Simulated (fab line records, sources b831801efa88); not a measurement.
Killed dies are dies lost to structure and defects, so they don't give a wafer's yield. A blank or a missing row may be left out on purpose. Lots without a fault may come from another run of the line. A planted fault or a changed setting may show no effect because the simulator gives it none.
fab line records | flow sky130
record lots=4 wafers=12 last_day=49
route steps=708 shown LDD_LDN@292 SPACER@304 POLY_CUT@307 SD_P@320 RES_XHIGH@332 SALICIDE@361 PAD_OPEN@708
lots that met no fault: from a run of the same line without faults
start_h: hours from the record's first day to the start of the lot's first wafer shown | wait_h: hours since the lot's step before | " the same as in the row above | L1.1+2: a row that stands for several wafers | - no value, or no start given | * or withheld: withheld | < > ~ a bound
route shown NAME@n: a module of which the file shows steps, and the number in the route of the first | usual: mean/standard deviation of fault-free wafers | same: alike in all rows | chamber/n: place in a boat | sites: the reading at each site | _std_site: their standard deviation | _edge_site: outer sites' mean less inner sites' | radius_mm: how far each site lies from the wafer's centre | mask NAME#n: copy n | behind: the tool/chamber that last shaped the wafer | hold: why the lot was held/for how many hours/how that ended | device: the transistor (n, p or np) that didn't switch | end of line: the same wafers' tests at the end of the route | a step without rows: its recipe alone | killed: dies lost to structure and defects at the first sort, not the wafer's yield | map: a wafer's dies, x killed, . not, _ none there
set.NAME: the setting as run; set.NAME@STEP: as run at that earlier step | model.NAME: the simulator's own value behind a step, which no gauge read
lots at some steps of the route; a table a step, a row a wafer
services: from which hour (start_h, from the record's first day; less than 0 if before it) a tool's chamber was out of use, for how many hours, and why
## steps
# step SKY_LDD_LDN_SOFTBAKE_03
# recipe temp_c=90 time_s=60 resist=NOVOLAK
# step SKY_LDD_LDN_EXPOSE_04
# recipe mask_id=LDNTM na=0.6 source_shape=conventional sigma_outer=0.6 polarization=unpolarized target_cd_nm=700 dose_mj=140
# step SKY_LDD_LDN_PEB_05
# recipe temp_c=withheld time_s=* resist=NOVOLAK
# step SKY_LDD_LDN_DEVELOP_06
# recipe resist=NOVOLAK developer=TMAH develop_time_s=60 dev_temp_c=23
# step SKY_LDD_LDN_IMPLANT_08
# recipe species=As energy_kev=15 dose_cm2=1.25e+13 tilt_deg=withheld rotation_deg=23
# step SKY_LDD_LDN_IMPLANT_09
# recipe species=As energy_kev=15 dose_cm2=1.25e+13 tilt_deg=withheld rotation_deg=113
# step SKY_LDD_LDN_IMPLANT_10
# recipe species=As energy_kev=15 dose_cm2=1.25e+13 tilt_deg=withheld rotation_deg=203
# step SKY_LDD_LDN_IMPLANT_11
# recipe species=As energy_kev=15 dose_cm2=1.25e+13 tilt_deg=withheld rotation_deg=293
# step SKY_LDD_LDN_STRIP_12
# recipe chemistry=O2/N2 power_w=1400 pressure_mtorr=1500 platen_temp_c=withheld o2_flow_sccm=3000 n2_flow_sccm=300 overash_fraction=0.5
# step SKY_LDD_LDN_CLEAN_14
# recipe chemistry=SC1/SC2 mix=1:4:20 temp_c=70 time_s=150 dry=n2_spin
# step SKY_SPACER_CVD_00
# recipe material=Si3N4 precursor=DCS/NH3 target_thk_nm=43.1 temp_c=770 time_s=740 pressure_mtorr=243.8
# usual spike_tc_bottom_C=789.8/1.1 spike_tc_centre_C=770.8/1.9 spike_tc_lower_C=768.6/1.4 spike_tc_top_C=785.3/1.2 spike_tc_upper_C=769.8/0.93 susceptor_temp_C=770.0/0.34
# same time_s=740
# columns lot.wafer tool chamber start_h wait_h spike_tc_bottom_C spike_tc_centre_C spike_tc_lower_C spike_tc_top_C spike_tc_upper_C susceptor_temp_C model.Si3N4_of_SPACER_CVD_00.thk_nm
L181.1 lpcvd-02 0 584.20 1.3 804.4 781.6 780.7 797.2 783.5 783.5 54.18
L181.2 " 0 " " 802.6 781.2 778.3 797.5 783.3 783.3 54.42
L181.4 " 0 " " 803.0 781.9 779.7 796.6 782.5 783.5 54.39
L182.2 lpcvd-02 1 593.38 0.0 803.7 786.9 782.4 797.3 782.3 782.8 55.46
L182.5 " 1 " " 802.3 786.1 782.7 799.2 783.6 783.0 55.49
L182.6 " 1 " " 801.4 785.1 781.0 800.1 782.0 782.8 55.49
L192.1 lpcvd-02 1 674.73 1.4 789.9 773.2 769.1 787.0 772.0 769.9 42.4
L192.2 " 1 " " 790.9 772.3 768.8 786.5 769.8 769.9 42.74
L192.5 " 1 " " 789.0 772.9 770.2 785.3 768.6 770.4 42.66
L195.2 lpcvd-02 0 698.33 0.0 788.9 770.0 767.9 784.5 769.4 769.8 42.83
L195.3 " 0 " " 790.2 767.1 767.7 785.1 769.2 770.5 43.08
L195.4 " 0 " " 790.9 769.4 768.3 785.6 769.3 770.4 43.04
# step SKY_SPACER_THK_MEAS_01
# recipe reads=Si3N4_of_SPACER_CVD_00
# usual SPACER_CVD_00_THK=42.7/0.48
# columns lot.wafer tool chamber start_h wait_h hold SPACER_CVD_00_THK[nm]
L181.1 film_metro-02 - 585.41 0.0 await_dispo/0.2h/release 54.2
L181.2 " - " " await_dispo/0.2h/release 54.4
L181.4 " - " " await_dispo/0.2h/release 54.4
L181.1 film_metro-02 - 585.63 0.2 - 54.2
L181.2 " - " " - 54.4
L181.4 " - " " - 54.4
L182.2 film_metro-01 - 594.60 0.0 await_dispo/0.2h/release 55.4
L182.5 " - " " await_dispo/0.2h/release 55.5
L182.6 " - " " await_dispo/0.2h/release 55.5
L182.2 film_metro-01 - 594.92 0.3 - 55.4
L182.5 " - " " - 55.5
L182.6 " - " " - 55.5
L192.1 film_metro-03 - 675.93 0.0 - 42.4
L192.2 " - " " - 42.7
L192.5 " - " " - 42.7
L195.2 film_metro-02 - 699.54 0.0 - 42.8
L195.3 " - " " - 43.1
L195.4 " - " " - 43.1
# step SKY_SPACER_ETCHBACK_02
# recipe chemistry=CH3F/O2 target=Si3N4 stop_on=SiO2 source_w=400 bias_w=80 pressure_mtorr=25 ch3f_flow_sccm=40 O2_flow_sccm=30 time_s=46.7 target_depth_a=450
# usual O2_flow_sccm=30.01/0.088 drypump_motor_current_A=5.8/0.31 oes_product_au=0.850/0.0076 throttle_valve_pct=10.561/0.0087
# same time_s=46.7
# columns lot.wafer tool chamber start_h wait_h hold O2_flow_sccm drypump_motor_current_A oes_product_au rf_hours_counter_h throttle_valve_pct model.etch.depth_nm
L181.1 rie_diel-01 1 588.09 2.4 await_dispo/2.4h/release 30.08 5.6 0.966 58 10.579 54.18
L181.2 " 3 " " await_dispo/2.4h/release 29.94 5.9 0.975 7 10.579 54.42
L181.4 " 0 " " await_dispo/2.4h/release 29.99 6.1 0.981 3 10.568 54.39
L182.2 rie_diel-04 3 595.95 1.0 await_dispo/1.0h/release 29.96 5.9 0.990 7 10.554 55.46
L182.5 " 1 " " await_dispo/1.0h/release 29.91 5.7 0.990 - 10.580 55.49
L182.6 " 0 " " await_dispo/1.0h/release 30.00 4.9 0.993 - 10.578 55.49
L192.1 rie_diel-03 0 675.99 0.1 - 30.01 6.1 0.847 16 10.550 42.4
L192.2 " 2 " " - 30.05 5.7 0.847 8 10.569 42.74
L192.5 " 2 " " - 30.06 5.7 0.844 - 10.554 42.66
L195.2 rie_diel-04 3 699.59 0.0 - 29.97 5.9 0.839 10 10.563 42.83
L195.3 " 1 " " - 29.96 5.7 0.850 11 10.569 43.08
L195.4 " 2 " " - 29.95 6.0 0.857 8 10.568 43.04
# step SKY_POLY_CUT_DEHYDRATE_00
# recipe temp_c=200 time_s=60
# step SKY_POLY_CUT_HMDS_01
# recipe prime_time_s=60 prime_temp_c=120
# step SKY_POLY_CUT_COAT_02
# recipe resist=BARC temp_c=withheld time_s=withheld spin_rpm=3000 resist_thk_nm=60
# step SKY_POLY_CUT_COAT_03
# recipe resist=KrF-thick spin_rpm=3000 resist_thk_nm=450
# step SKY_POLY_CUT_SOFTBAKE_04
# recipe temp_c=100 time_s=90 resist=KrF-thick
# step SKY_POLY_CUT_EXPOSE_05
# recipe mask_id=NPCM na=0.8 source_shape=annular sigma_inner=0.55 sigma_outer=0.85 target_cd_nm=270 dose_mj=32
# step SKY_POLY_CUT_PEB_06
# recipe peb_temp_c=withheld peb_time_s=withheld resist=KrF-thick
# step SKY_POLY_CUT_DEVELOP_07
# recipe develop_time_s=60 resist=KrF-thick dev_temp_c=21
# step SKY_POLY_CUT_ETCH_10
# recipe chemistry=N2/H2 target=BARC ion_energy_ev=200 source_w=500 bias_w=100 pressure_mtorr=30 n2_flow_sccm=100 h2_flow_sccm=200 stop_on=SiO2 time_s=45.9 target_depth_a=600
# step SKY_POLY_CUT_ETCH_11
# recipe target=Si3N4 chemistry=CF4/CH2F2/Ar stop_on=poly-Si source_w=600 bias_w=150 pressure_mtorr=40 cf4_flow_sccm=40 ch2f2_flow_sccm=20 Ar_flow_sccm=150 time_s=42.5 target_depth_a=600
# step SKY_POLY_CUT_STRIP_12
# recipe chemistry=O2/N2 power_w=1400 pressure_mtorr=1500 platen_temp_c=withheld o2_flow_sccm=3000 n2_flow_sccm=300 overash_fraction=0.5
# step SKY_SD_P_DEHYDRATE_00
# recipe temp_c=200 time_s=60
# step SKY_SD_P_HMDS_01
# recipe prime_time_s=60 prime_temp_c=120
# step SKY_SD_P_COAT_02
# recipe resist=NOVOLAK spin_rpm=3000 resist_thk_nm=1140
# step SKY_SD_P_SOFTBAKE_03
# recipe temp_c=90 time_s=60 resist=NOVOLAK
# step SKY_SD_P_EXPOSE_04
# recipe mask_id=PSDM na=0.6 source_shape=conventional sigma_outer=0.6 polarization=unpolarized target_cd_nm=380 dose_mj=138
# step SKY_SD_P_PEB_05
# recipe temp_c=withheld time_s=* resist=NOVOLAK
# step SKY_SD_P_DEVELOP_06
# recipe resist=NOVOLAK developer=TMAH develop_time_s=60 dev_temp_c=23
# step SKY_SD_P_IMPLANT_09
# recipe species=BF2 energy_kev=20 dose_cm2=3e+15 tilt_deg=0
# step SKY_SD_P_STRIP_10
# recipe chemistry=O2/N2 power_w=1400 pressure_mtorr=1500 platen_temp_c=withheld o2_flow_sccm=3000 n2_flow_sccm=300 overash_fraction=0.5
# step SKY_RES_XHIGH_DEHYDRATE_00
# recipe temp_c=200 time_s=60
# step SKY_RES_XHIGH_HMDS_01
# recipe prime_time_s=60 prime_temp_c=120
# step SKY_SALICIDE_CLEAN_00
# recipe chemistry=HF-last time_s=30 dilution=100:1 dry=ipa_marangoni
# same time_s=30
# columns lot.wafer tool chamber start_h wait_h model.Si3N4_of_SPACER_CVD_00.thk_nm
L181.1 wet_bench-03 3 700.88 0.1 53.22
L181.2 " 3 " " 53.45
L181.4 " 3 " " 53.41
L182.2 wet_bench-01 3 711.62 0.1 54.48
L182.5 " 3 " " 54.52
L182.6 " 3 " " 54.51
L192.1 wet_bench-03 0 787.33 0.1 41.42
L192.2 " 0 " " 41.77
L192.5 " 0 " " 41.69
L195.2 wet_bench-01 1 808.88 0.1 41.83
L195.3 " 1 " " 42.08
L195.4 " 1 " " 42.05
# step SKY_PAD_OPEN_PROBE_99
# columns lot.wafer tool chamber start_h wait_h hold model.etest.pfet_01v8.r_on_ohm_um model.etest.pfet_g5v0d10v5.r_on_ohm_um model.etest.nfet_g5v0d10v5.r_on_ohm_um model.etest.sonos_uncharged.r_on_ohm_um model.etest.res_pdiff.line_ohm_um model.etest.pfet_01v8.drive_ua_um model.etest.pfet_01v8_hvt.drive_ua_um model.etest.sram_pfet_latch.drive_ua_um
L181.1 prober-01 - 1113.69 0.1 await_dispo/2.3h/release 3134 4890 1962 870.6 1405 179.6 132.5 132.6
L181.2 prober-01 - 1113.74 0.1 await_dispo/2.3h/release 3111 4916 1964 857.4 1421 180.9 132.7 129.4
L181.4 prober-01 - 1113.84 0.2 await_dispo/2.3h/release 3127 4933 1965 873.8 1429 180.8 131.7 128.6
L182.2 prober-02 - 1121.95 0.1 await_dispo/6.7h/release 3300 4905 1939 862.3 1408 168.4 121.6 119.2
L182.5 prober-02 - 1122.10 0.2 await_dispo/6.7h/release 3383 4958 1972 903.4 1411 163.7 120.2 117.2
L182.6 prober-02 - 1122.15 0.2 await_dispo/6.7h/release 3250 4821 1944 862.1 1438 170.8 125.9 123.1
L192.1 prober-01 - 1173.76 0.1 - 2782 4695 1867 798.8 1372 202.2 150.2 150.3
L192.2 prober-01 - 1173.81 0.1 - 2891 4818 1908 820 1410 194.8 142.6 136.9
L192.5 prober-01 - 1173.96 0.2 - 2900 4807 1903 809.4 1398 193.2 142.8 136.9
L195.2 prober-02 - 1186.90 0.1 - 2964 4790 1900 832.7 1386 186.6 137.6 135.2
L195.3 prober-02 - 1186.95 0.2 - 2883 4792 1894 811.4 1389 192.6 143.1 135.1
L195.4 prober-02 - 1187.00 0.2 - 2964 4710 1879 814.9 1385 188.3 137.9 135.2
# killed by level:class
L192.1 VIA1:geometric_particle:open=12 CONTACT:geometric_particle:open=7 LOCAL_INTERCONNECT:geometric_particle:short=5 METAL1:geometric_particle:short=4 VIA1:geometric_particle:short=4 METAL4:geometric_particle:short=4 FIELD_ISO:geometric_particle:short=3 POLY_GATE:geometric_particle:open=3
L192.2 VIA1:geometric_particle:open=13 LI_CONTACT:geometric_particle:open=10 CONTACT:geometric_particle:open=7 VIA1:geometric_particle:short=7 METAL2:geometric_particle:short=6 VIA2:geometric_particle:open=6 POLY_GATE:geometric_particle:open=5 POLY_GATE:geometric_particle:short=4
L192.5 VIA1:geometric_particle:open=9 LI_CONTACT:geometric_particle:open=8 LOCAL_INTERCONNECT:geometric_particle:short=6 VIA2:geometric_particle:short=5 VIA3:geometric_particle:open=4 FIELD_ISO:geometric_particle:open=3 POLY_GATE:geometric_particle:short=3 LI_CONTACT:geometric_particle:short=3
L195.2 CONTACT:geometric_particle:open=10 POLY_GATE:geometric_particle:short=7 VIA1:geometric_particle:open=7 VIA2:geometric_particle:open=7 CONTACT:geometric_particle:short=6 FIELD_ISO:geometric_particle:open=5 LI_CONTACT:geometric_particle:open=5 VIA3:geometric_particle:open=5
L195.3 CONTACT:geometric_particle:open=12 VIA3:geometric_particle:short=7 FIELD_ISO:geometric_particle:short=6 LI_CONTACT:geometric_particle:open=6 VIA1:geometric_particle:open=5 METAL1:geometric_particle:short=5 VIA3:geometric_particle:open=5 POLY_GATE:geometric_particle:short=4
L195.4 VIA1:geometric_particle:open=11 METAL2:geometric_particle:short=8 VIA2:geometric_particle:open=6 VIA1:geometric_particle:short=6 LI_CONTACT:geometric_particle:open=5 CONTACT:geometric_particle:short=5 CONTACT:geometric_particle:open=5 METAL1:geometric_particle:short=5
# map L192.2 (x killed, . not)
__________.........._________
________.xxx.xx...xx.._______
______........x......x.._____
_____.........xxx..x.....____
____............x........x___
___...x...............x....__
__.....x....x...x.....xx...._
_x...x.....x......x.x........
_.....x.......x..............
_x.............x...x.........
_.........xx.xx.....x....x...
_.....x....x.x..x........x.x.
_....................x..x....
_.....x...x..............xx..
_........xx.......xx..x.....x
__......xxx.......x........._
___...x.x...x......x.......__
____.......xx.....x..xx..x___
_____......x....x.....xx.____
______x.x.x......x.....x_____
________.x............_______
__________.x...x..x._________
# map L195.2 (x killed, . not)
__________x........._________
________x....xx......._______
______.....x...x...x...._____
_____..........x....x....____
____....x..x....x...x..x..___
___........x........x......__
__.x......xx.........x......_
_.............x........x..xx.
_.xx.......x.x.x...x.......x.
_...x..x..........x..........
_..x........x...xx........x..
_........x..x...xx.........xx
_.x....x..xx........x........
_x........x......x...xx.x..x.
_x................x....x.....
__.x.......xx.xx..........x._
___..x...........x....x....__
____......x.x........x..x.___
_____..x...x..x..........____
______.x..x............._____
________..x...x....xxx_______
__________.........x_________
## services
# columns tool chamber start_h hours kind
rie_diel-03 0 560.78 1.8 repair
rie_diel-01 2 563.10 4.2 repair
rie_diel-01 0 630.68 7.6 repair
wet_bench-01 - 636.80 32.6 repair
rie_diel-01 0 659.57 14.6 repair
rie_diel-01 1 692.96 - clean
rie_diel-01 1 692.96 18.7 scheduled_down
rie_diel-01 1 692.96 18.7 vent_cycle
rie_diel-01 2 719.34 4.0 repair
rie_diel-01 3 722.78 1.4 repair
rie_diel-03 0 731.74 13.9 repair
rie_diel-03 1 742.75 6.4 repair
wet_bench-01 - 746.79 1.9 pm
rie_diel-04 - 757.83 1.7 repair
wet_bench-03 - 777.57 1.5 repair
rie_diel-03 0 780.06 2.7 repair
rie_diel-03 - 784.57 0.8 repair
## key
first_sign step=SKY_SPACER_CVD_00 reading=susceptor_temp_C direction=up sigmas=38 usual=* struck=*
effect step=SKY_SPACER_CVD_00 reading=spike_tc_upper_C direction=up sigmas=14 usual=769.8 struck=782.9
effect step=SKY_SPACER_THK_MEAS_01 reading=visit direction=added
effect step=SKY_SPACER_THK_MEAS_01 reading=SPACER_CVD_00_THK direction=up sigmas=25 usual=42.7 struck=54.9
effect step=SKY_SPACER_ETCHBACK_02 reading=oes_product_au direction=up sigmas=17 usual=0.850 struck=0.983
effect step=SKY_PAD_OPEN_PROBE_99 reading=hold direction=added
model_effect step=SKY_SPACER_CVD_00 value=Si3N4_of_SPACER_CVD_00.thk_nm without=42.64 struck=54.9
model_effect step=SKY_SPACER_ETCHBACK_02 value=etch.depth_nm without=42.64 struck=54.9
model_effect step=SKY_SALICIDE_CLEAN_00 value=Si3N4_of_SPACER_CVD_00.thk_nm without=41.67 struck=53.93
model_effect step=SKY_PAD_OPEN_PROBE_99 value=etest.pfet_01v8.r_on_ohm_um without=2843 struck=3217
met_at SKY_SPACER_CVD_00
struck_wafers L181.1,L181.2,L181.4,L182.2,L182.5,L182.6
sort_left_out L181.1,L181.2,L181.4,L182.2,L182.5,L182.6
tester_left_out L181,L182
fault kind=process_parameter_drift tool=lpcvd-02 chamber=- onset_h=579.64 steps=SKY_SPACER_CVD_00 channel=temp_c offset=* shape=step end_h=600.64 acts_in=* stated=*
# tester_left_out: of these lots the tester's yield and bins aren't shown, on N5 and GAA mostly nor the transistor test; their killed dies are dies lost to structure and defects alone, not to doping, threshold or leakage, so they don't give the yield
# sort_left_out: the simulated sort isn't trusted on such a fault, so these wafers' sort isn't shown, and their yield isn't known
